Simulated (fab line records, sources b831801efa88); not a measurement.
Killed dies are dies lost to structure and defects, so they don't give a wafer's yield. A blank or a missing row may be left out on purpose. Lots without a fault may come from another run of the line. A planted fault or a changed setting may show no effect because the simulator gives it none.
Chamber matching | flow gf180mcu | GF_V1_CMP_26 on cmp-01: 4 sister chambers
The step polishes, stops on SiO2, t overpolish 15 s, target thk 0 nm. 4 wafers are shown with their chamber, then 6 later ones without.

WAFERS WITH THEIR CHAMBER
wafer  | chamber | motor_current_A (A)
L818.6 | 3       | 10.4
L831.1 | 1       | 11.4
L831.2 | 2       | 9.6
L831.3 | 0       | 10.9

WAFERS WITHOUT THEIR CHAMBER
wafer  | motor_current_A (A)
L833.1 | 11.9
L833.3 | 11.3
L833.4 | 9.4
L837.1 | 10.6
L837.4 | 10.6
L837.5 | 10.7

WHICH CHAMBER EACH WENT THROUGH
wafer  | from the rows above          | in truth
L833.1 | can't be placed: 1 or 0      | 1
L833.3 | can't be placed: 1 or 0      | 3
L833.4 | 2                            | 2
L837.1 | can't be placed: 3 or 0      | 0
L837.4 | can't be placed: 3 or 0      | 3
L837.5 | can't be placed: 0 or 3 or 1 | 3
Placed correctly: 1 of 6. Can't be placed from these rows: 5 (the true chamber is among the candidates in 4). Placed wrongly: 0.
How it was worked out, from the rows above alone: a wafer's distance from a chamber is the root of the sum, over the readings, of the square of ((its reading less the chamber's mean) divided by the reading's scatter). The wafer belongs to the nearest chamber; if the next one is less than 2 further off, it can't be placed. A chamber's mean is the mean of its shown wafers. The scatter: with one shown wafer a chamber, the root of the mean of the squares of how far each hidden wafer lies from its nearest shown one.
